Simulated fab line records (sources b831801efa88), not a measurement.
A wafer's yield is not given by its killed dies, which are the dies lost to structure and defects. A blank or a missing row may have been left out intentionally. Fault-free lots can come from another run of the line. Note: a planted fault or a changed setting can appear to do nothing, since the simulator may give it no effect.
8D (eight disciplines) problem report, filled in by code + flow gf180mcu + the parts of the form that need people (team, actions taken, sign-off) are left out

1. THE PROBLEM
Mean of chamber-pressure-pa at GF_MIM_SPUTTER_08: 0.4354 Pa across 2 wafers in 2 lots; on wafers with no fault it is 0.4001 Pa (standard deviation 0.00082). That is +43 standard deviations from the usual mean.
The step: material AlCu, target thk 200 nm, time 10.6 s.
First observed at day 27 14:35: wafer L171.3, on pvd-sputter-04. The record has a number at this step for 18 wafers belonging to 6 lots. By rule, "out" or "out of limits" means more than 4 standard deviations away from the usual mean. The rest of the wafers with a number are treated as sound.

2. WHAT IT IS; WHAT IT IS NOT
| question                    | is                  | is not                                                                                |
|-----------------------------|---------------------|---------------------------------------------------------------------------------------|
| which readings at this step | chamber-pressure-pa | throttle-valve-pct                                                                    |
| which lots                  | L171, L175          | L165, L172, L181, L185                                                                |
| which wafers of those lots  | L171.3, L175.6      | L171.1, L171.4, L175.2, L175.3                                                        |
| read on which tools         | pvd-sputter-04      | pvd-sputter-01                                                                        |
| when                        | from day 27 14:35   | up to then (5 sound wafers); but 11 sound wafers of L172, L175, L181, L185 came after |

3. WHAT RULES OUT EACH SUSPECT
Counting: a tool at a process step up to the reading stays a suspect if it ran every lot that is out. Sound lots after the first of them don't rule it out here, since some wafers of a struck lot are sound.
- cvd-w-02 at GF_V4_CVD_23 (deposits W, target thk 350 nm, time 104.9 s): kept. It ran every lot that is out, first L171 (day 27 13:28).
- pvd-sputter-04 at GF_MIM_SPUTTER_08 (material AlCu, target thk 200 nm, time 10.6 s): kept. It ran every lot that is out, first L171 (day 27 14:35); its last sound lot up to then is L165 (day 25 09:06). Out on those wafers are its own readings of chamber-pressure-pa.
Left after counting: cvd-w-02 at GF_V4_CVD_23, pvd-sputter-04 at GF_MIM_SPUTTER_08.

4. THE CAUSE (what the simulator had put in)
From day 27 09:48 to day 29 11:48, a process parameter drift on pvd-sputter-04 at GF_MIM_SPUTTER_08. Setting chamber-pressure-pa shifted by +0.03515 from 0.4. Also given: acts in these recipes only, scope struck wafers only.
2 suspects survive the count, and this tool is in that group.

5. SEQUENCE OF EFFECTS, ordered by route
One row per reading whose mean, taken over the struck wafers that have a number, lies over 3 standard deviations from the usual. Readings are gone through only where the record gives a usual standard deviation; hours: the median, over the lots, of the time from a lot's start at the first step in this table giving one to that lot's start at this step; sigmas: the change measured in usual standard deviations.
| hours | step              | reading             | usual     | on struck wafers | change  | sigmas |
|-------|-------------------|---------------------|-----------|------------------|---------|--------|
| 0     | GF_MIM_SPUTTER_08 | chamber-pressure-pa | 0.4001 Pa | 0.4354           | +0.0353 | +43    |
Process steps it contains:
- GF_MIM_SPUTTER_08: material AlCu, target thk 200 nm, time 10.6 s.
Later steps that measure or inspect, where all struck wafers having a row at the step show a number for every such reading and not one has moved that far: GF_MIM_RS_MEAS_10, GF_MIM_THK_MEAS_11.

6. HOW IT WOULD HAVE BEEN CAUGHT EARLIER
In this record the first reading out of limits was taken at day 27 14:35, 5 hours after the fault began at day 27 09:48.
